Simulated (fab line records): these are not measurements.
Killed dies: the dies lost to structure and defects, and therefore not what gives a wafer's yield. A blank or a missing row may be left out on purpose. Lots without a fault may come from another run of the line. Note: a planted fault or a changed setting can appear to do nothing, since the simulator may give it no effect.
Which of the tools did it? | flow gf180mcu | 39 wafers from 13 lots sampled at 4 of the route's 602 steps

## WHAT THE GAUGES SHOWED, per wafer
GF_V4_THK_MEAS_03. Usual: V4_CVD_02_THK 849 nm, standard deviation 13.
lot  | measured     | on            | V4_CVD_02_THK (nm) | flag
L105 | day 23 07:46 | film-metro-03 | 812 850 844        |
L106 | day 23 16:07 | film-metro-04 | 821 844 833        |
L107 | day 24 02:13 | film-metro-04 | 837 860 858        |
L108 | day 24 12:38 | film-metro-01 | 840 820 860        |
L109 | day 24 19:31 | film-metro-01 | 833 842 852        |
L110 | day 25 04:59 | film-metro-01 | 834 841 855        |
L112 | day 25 22:40 | film-metro-01 | 819 863 840        |
L113 | day 26 09:13 | film-metro-04 | 840 861 856        |
L114 | day 26 16:13 | film-metro-01 | 845 847 861        |
L115 | day 26 21:35 | film-metro-04 | 857 860 869        |
L123 | day 29 06:09 | film-metro-04 | 860 857 874        |
L125 | day 29 18:09 | film-metro-01 | 822 834 841        |
L126 | day 30 01:05 | film-metro-04 | 845 832 851        |

GF_V4_CD_MEAS_14: the cd target is 260 nm. Usual: 259.7 nm for cd-nm, sd 1.3.
lot  | measured     | on        | cd-nm (nm)        | flag
L105 | day 24 05:22 | cd-sem-02 | 260.3 260.9 259.9 |
L106 | day 24 14:55 | cd-sem-02 | 260.9 261.1 261.4 |
L107 | day 25 00:32 | cd-sem-01 | 258.7 258.5 258.3 |
L108 | day 25 09:58 | cd-sem-02 | 257.4 258.7 259.6 |
L109 | day 25 17:14 | cd-sem-01 | 256.6 257.0 257.3 |
L110 | day 26 02:28 | cd-sem-01 | 260.4 260.8 260.8 |
L112 | day 26 19:27 | cd-sem-02 | 260.9 261.2 281.3 | OFF
L113 | day 27 05:53 | cd-sem-01 | 260.7 260.3 280.3 | OFF
L114 | day 27 12:23 | cd-sem-01 | 261.0 260.3 280.2 | OFF
L115 | day 27 17:35 | cd-sem-02 | 259.7 259.3 260.3 |
L123 | day 30 01:06 | cd-sem-01 | 258.9 258.3 260.8 |
L125 | day 30 12:09 | cd-sem-01 | 259.5 259.1 259.8 |
L126 | day 30 19:10 | cd-sem-02 | 258.3 259.7 259.8 |

## TOOL THAT RAN EACH LOT (tool first, then ch and the chambers of the sampled wafers, then the start)
lot  | GF_V4_CMP_04                  | GF_V4_EXPOSE_11
L105 | cmp-02 ch 0,1,2, day 23 07:52 | krf-scanner-01 ch 0, day 23 19:24
L106 | cmp-01 ch 0,1, day 23 16:11   | krf-scanner-01 ch 0, day 24 03:50
L107 | cmp-02 ch 0,2,3, day 24 02:25 | krf-scanner-01 ch 0, day 24 13:52
L108 | cmp-01 ch 1,2,3, day 24 12:44 | krf-scanner-01 ch 0, day 24 23:43
L109 | cmp-02 ch 1,2, day 24 19:34   | krf-scanner-02 ch 0, day 25 06:55
L110 | cmp-02 ch 2,3, day 25 05:02   | krf-scanner-02 ch 0, day 25 16:13
L112 | cmp-02 ch 1,3, day 25 22:47   | krf-scanner-01 ch 0, day 26 09:30
L113 | cmp-01 ch 0,1,3, day 26 09:16 | krf-scanner-01 ch 0, day 26 19:58
L114 | cmp-01 ch 1,2, day 26 16:17   | krf-scanner-01 ch 0, day 27 02:54
L115 | cmp-01 ch 0,1,2, day 26 21:42 | krf-scanner-02 ch 0, day 27 08:28
L123 | cmp-02 ch 0,3, day 29 06:13   | krf-scanner-01 ch 0, day 29 15:50
L125 | cmp-01 ch 1,2,3, day 29 18:13 | krf-scanner-01 ch 0, day 30 03:46
L126 | cmp-01 ch 1,3, day 30 01:14   | krf-scanner-01 ch 0, day 30 10:33
- GF_V4_CMP_04: polishes SiO2.
- GF_V4_EXPOSE_11: exposes mask Via4, target cd 260 nm.

## WHAT THE TOOLS THEMSELVES READ (means of the sampled wafers that have a number; where no wafer has one, the mark that the record gives instead)
GF_V4_CMP_04. Usual: motor-current-A 12.2 A, standard deviation 1.1; time-to-endpoint-s 79 s, standard deviation 6.4.
lot  | tool   | motor-current-A (A) | time-to-endpoint-s (s) | flag
L105 | cmp-02 | 12.3                | 75                     |
L106 | cmp-01 | 11.9                | 73                     |
L107 | cmp-02 | 12.9                | 82                     |
L108 | cmp-01 | 12.1                | 73                     |
L109 | cmp-02 | 12.3                | 76                     |
L110 | cmp-02 | 13.1                | 79                     |
L112 | cmp-02 | 14.1                | 78                     |
L113 | cmp-01 | 12.0                | 79                     |
L114 | cmp-01 | 11.3                | 76                     |
L115 | cmp-01 | 12.0                | 85                     |
L123 | cmp-02 | 13.5                | 84                     |
L125 | cmp-01 | 11.6                | 74                     |
L126 | cmp-01 | 11.7                | 77                     |

## THE ANSWER, worked out from the rows above alone
Rule: a lot is off if the mean of its wafers that have a number lies more than 3 standard deviations from the usual mean. Also off: a lot with no number at a reading for which 4 or more lots have one. The other lots that the step has rows for count as sound. First the gauges in route order, then the tools' own readings, where a lot's mean is used as printed above. At the first step where some lot is off, the reading lying furthest off is the one used; lots without a number count as furthest.
Off: L112, L113, L114, at GF_V4_CD_MEAS_14 (cd-nm).
A tool fits if, at a process step before that reading, it ran every lot that is off, and no sound lot after the first of them. Those tools and the gauges at GF_V4_CD_MEAS_14 are tried in the same way. No candidate that was tried fits.

## WHAT HAD BEEN PUT IN BY THE SIMULATOR
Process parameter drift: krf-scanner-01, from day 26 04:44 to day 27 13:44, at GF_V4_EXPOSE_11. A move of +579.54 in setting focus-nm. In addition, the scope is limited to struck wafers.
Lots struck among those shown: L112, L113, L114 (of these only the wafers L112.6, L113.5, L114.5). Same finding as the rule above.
